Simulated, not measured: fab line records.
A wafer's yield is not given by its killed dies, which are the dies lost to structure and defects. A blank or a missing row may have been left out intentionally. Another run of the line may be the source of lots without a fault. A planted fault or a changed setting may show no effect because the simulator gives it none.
Which tool is to blame? | flow sky130 | route of 708 steps, sampled at 1 step: 6 lots, 18 wafers

== WHAT THE GAUGES SHOWED, per wafer ==
SKY_VT_ADJUST_NCORE_TW_MEAS_11.
lot  | measured     | on            | VT_ADJUST_NCORE_TW
L601 | day 11 00:11 | film-metro-02 | 216.9 215.8 215.5
L605 | day 11 23:30 | film-metro-01 | 216.9 216.9 217.0
L610 | day 13 21:21 | film-metro-01 | 217.4 217.2 217.2
L612 | day 14 13:21 | film-metro-03 | 216.4 215.1 215.2
L615 | day 15 06:09 | film-metro-02 | 215.9 215.7 216.4
L617 | day 16 00:46 | film-metro-03 | 213.5 214.9 213.7

== EACH LOT AND THE TOOL THAT RAN IT (in order: tool; ch and the chambers of the sampled wafers; start) ==
There is no process step in the record ahead of these readings.

== THE ANSWER, worked out from the rows above alone ==
Rule: the lots themselves supply what counts as usual. The widest of any qualifying gaps counts: lots, ordered by their means at a reading, are off when they make up no more than a third of the lots, leave a main group of 4 or more, and stand apart from it by 3 or more times the standard deviation of that group's means. If all means in a main group match to the digits the tables above print for the reading, that group is not used. A lot without any number at a reading at which 4 lots or more have one is off too. Any other lot the step has rows for is counted as sound.
None of the lots is off at any reading shown; this tells nothing.

== WHAT WAS PUT IN BY THE SIMULATOR ==
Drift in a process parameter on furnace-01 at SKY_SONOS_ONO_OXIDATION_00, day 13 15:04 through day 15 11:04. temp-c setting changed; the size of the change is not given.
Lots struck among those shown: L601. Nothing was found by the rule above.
